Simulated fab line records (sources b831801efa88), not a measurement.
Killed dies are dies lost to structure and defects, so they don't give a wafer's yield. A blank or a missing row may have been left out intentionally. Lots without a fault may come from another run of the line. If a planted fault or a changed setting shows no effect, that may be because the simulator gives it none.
Tool commonality check :: flow gf180mcu :: 39 wafers sampled across 12 lots

WHY IT WAS OPENED
Of 12 lots, 1 have the reading VT_IMPLANT_4_TW flagged at GF_VT_IMPLANT_TW_MEAS_43. No-fault wafers: 684, standard deviation 8.5.
Rule: a lot gets a flag if all its wafers with a number sit over 4 standard deviations from that mean, or if no wafer of it has a number. The other lots count as sound.

lot: L361
measured: day 7 11:55
on: film-metro-03
VT_IMPLANT_4_TW, wafer by wafer: 692 698 695
flag: 

lot: L362
measured: day 7 18:46
on: film-metro-04
VT_IMPLANT_4_TW, wafer by wafer: 672 668 674
flag: 

lot: L364
measured: day 8 08:47
on: film-metro-04
VT_IMPLANT_4_TW, wafer by wafer: 672 673 674
flag: 

lot: L366
measured: day 8 22:21
on: film-metro-03
VT_IMPLANT_4_TW, wafer by wafer: 693 695 692
flag: 

lot: L367
measured: day 9 02:59
on: film-metro-03
VT_IMPLANT_4_TW, wafer by wafer: 696 689 692
flag: 

lot: L370
measured: day 10 04:07
on: film-metro-04
VT_IMPLANT_4_TW, wafer by wafer: 30 30 30 30 30 30
flag: FLAGGED

lot: L372
measured: day 10 17:31
on: film-metro-04
VT_IMPLANT_4_TW, wafer by wafer: 681 680 683
flag: 

lot: L379
measured: day 12 17:57
on: film-metro-01
VT_IMPLANT_4_TW, wafer by wafer: 678 682 681
flag: 

lot: L380
measured: day 12 21:55
on: film-metro-03
VT_IMPLANT_4_TW, wafer by wafer: 690 693 692
flag: 

lot: L382
measured: day 13 09:10
on: film-metro-03
VT_IMPLANT_4_TW, wafer by wafer: 696 691 694
flag: 

lot: L383
measured: day 13 18:32
on: film-metro-04
VT_IMPLANT_4_TW, wafer by wafer: 677 673 675
flag: 

lot: L384
measured: day 13 23:25
on: film-metro-04
VT_IMPLANT_4_TW, wafer by wafer: 677 680 676
flag: 
Average over the flagged lots: 30; offset from the usual -654, equal to -77 standard deviations.

EACH LOT AND THE TOOL IT RAN ON
Before the reading, the record contains 2 process steps out of a 602-step route. In each cell: the tool, then ch and the chambers that the sampled wafers went through, then the start.
lot: L361
flag: 
GF_STI_ETCH_13: rie-diel-03 ch 1,2,3, day 2 01:24
GF_VT_IMPLANT_EXPOSE_37: iline-stepper-02 ch 0, day 7 03:54

lot: L362
flag: 
GF_STI_ETCH_13: rie-diel-03 ch 2,3, day 2 06:26
GF_VT_IMPLANT_EXPOSE_37: iline-stepper-01 ch 0, day 7 10:35

lot: L364
flag: 
GF_STI_ETCH_13: rie-diel-01 ch 0,1,3, day 2 17:56
GF_VT_IMPLANT_EXPOSE_37: iline-stepper-02 ch 0, day 8 00:32

lot: L366
flag: 
GF_STI_ETCH_13: rie-diel-01 ch 0,1,3, day 3 04:05
GF_VT_IMPLANT_EXPOSE_37: iline-stepper-02 ch 0, day 8 13:14

lot: L367
flag: 
GF_STI_ETCH_13: rie-diel-01 ch 0,2,3, day 3 08:00
GF_VT_IMPLANT_EXPOSE_37: iline-stepper-02 ch 0, day 8 18:17

lot: L370
flag: FLAGGED
GF_STI_ETCH_13: rie-diel-01 ch 0,2,3, day 3 23:08
GF_VT_IMPLANT_EXPOSE_37: iline-stepper-01 ch 0, day 9 19:11

lot: L372
flag: 
GF_STI_ETCH_13: rie-diel-03 ch 0,2, day 4 10:44
GF_VT_IMPLANT_EXPOSE_37: iline-stepper-01 ch 0, day 10 08:02

lot: L379
flag: 
GF_STI_ETCH_13: rie-diel-01 ch 0,3, day 5 23:11
GF_VT_IMPLANT_EXPOSE_37: iline-stepper-01 ch 0, day 12 08:01

lot: L380
flag: 
GF_STI_ETCH_13: rie-diel-01 ch 0,2,3, day 6 03:21
GF_VT_IMPLANT_EXPOSE_37: iline-stepper-01 ch 0, day 12 11:56

lot: L382
flag: 
GF_STI_ETCH_13: rie-diel-03 ch 0,2,3, day 6 12:56
GF_VT_IMPLANT_EXPOSE_37: iline-stepper-01 ch 0, day 12 23:39

lot: L383
flag: 
GF_STI_ETCH_13: rie-diel-02 ch 0,2,3, day 6 19:17
GF_VT_IMPLANT_EXPOSE_37: iline-stepper-01 ch 0, day 13 08:56

lot: L384
flag: 
GF_STI_ETCH_13: rie-diel-01 ch 0,2, day 6 23:17
GF_VT_IMPLANT_EXPOSE_37: iline-stepper-01 ch 0, day 13 12:51
What the steps here do:
- GF_STI_ETCH_13: etches the open film in CHF3/O2, stops on Si, target depth 282.31 nm, time 112.9 s.
- GF_VT_IMPLANT_EXPOSE_37: exposes mask Nwell HV AREA, target cd 860 nm.
- GF_VT_IMPLANT_TW_MEAS_43

FLAGGED AGAINST TOTAL, ONE TOOL AT A TIME (gauges that did the reading follow at the end)
step: GF_STI_ETCH_13
tool: rie-diel-01
lots run: 7
flagged: 1
share of the flagged lots: all
sound lots run after its first flagged lot: 3 (L379,L380,L384)

step: GF_STI_ETCH_13
tool: rie-diel-02
lots run: 1
flagged: 0
share of the flagged lots: none
sound lots run after its first flagged lot: -

step: GF_STI_ETCH_13
tool: rie-diel-03
lots run: 4
flagged: 0
share of the flagged lots: none
sound lots run after its first flagged lot: -

step: GF_VT_IMPLANT_EXPOSE_37
tool: iline-stepper-01
lots run: 8
flagged: 1
share of the flagged lots: all
sound lots run after its first flagged lot: 6 (L372,L379,L380,L382,L383,L384)

step: GF_VT_IMPLANT_EXPOSE_37
tool: iline-stepper-02
lots run: 4
flagged: 0
share of the flagged lots: none
sound lots run after its first flagged lot: -

step: GF_VT_IMPLANT_TW_MEAS_43
tool: film-metro-01
lots run: 1
flagged: 0
share of the flagged lots: none
sound lots run after its first flagged lot: -

step: GF_VT_IMPLANT_TW_MEAS_43
tool: film-metro-03
lots run: 5
flagged: 0
share of the flagged lots: none
sound lots run after its first flagged lot: -

step: GF_VT_IMPLANT_TW_MEAS_43
tool: film-metro-04
lots run: 6
flagged: 1
share of the flagged lots: all
sound lots run after its first flagged lot: 3 (L372,L383,L384)

WHAT THE TABLE ALLOWS
rie-diel-01 at GF_STI_ETCH_13, iline-stepper-01 at GF_VT_IMPLANT_EXPOSE_37 and film-metro-04 at GF_VT_IMPLANT_TW_MEAS_43: these 3 rows of the table ran every flagged lot.
- rie-diel-01 at GF_STI_ETCH_13: 1 of its 7 lots flagged. Sound lots followed the first flagged one (L379, L380, L384) on it, something a lasting fault affecting the whole tool could not allow.
- iline-stepper-01 at GF_VT_IMPLANT_EXPOSE_37: 1 of its 8 lots flagged. Sound lots followed the first flagged one (L372, L379, L380, L382, L383, L384) on it, something a lasting fault affecting the whole tool could not allow.
- film-metro-04 at GF_VT_IMPLANT_TW_MEAS_43: 1 of its 6 lots flagged. Sound lots followed the first flagged one (L372, L383, L384) on it, something a lasting fault affecting the whole tool could not allow.
No row of the table ran every flagged lot and no sound lot after the first.

WHAT HAD BEEN PUT IN BY THE SIMULATOR
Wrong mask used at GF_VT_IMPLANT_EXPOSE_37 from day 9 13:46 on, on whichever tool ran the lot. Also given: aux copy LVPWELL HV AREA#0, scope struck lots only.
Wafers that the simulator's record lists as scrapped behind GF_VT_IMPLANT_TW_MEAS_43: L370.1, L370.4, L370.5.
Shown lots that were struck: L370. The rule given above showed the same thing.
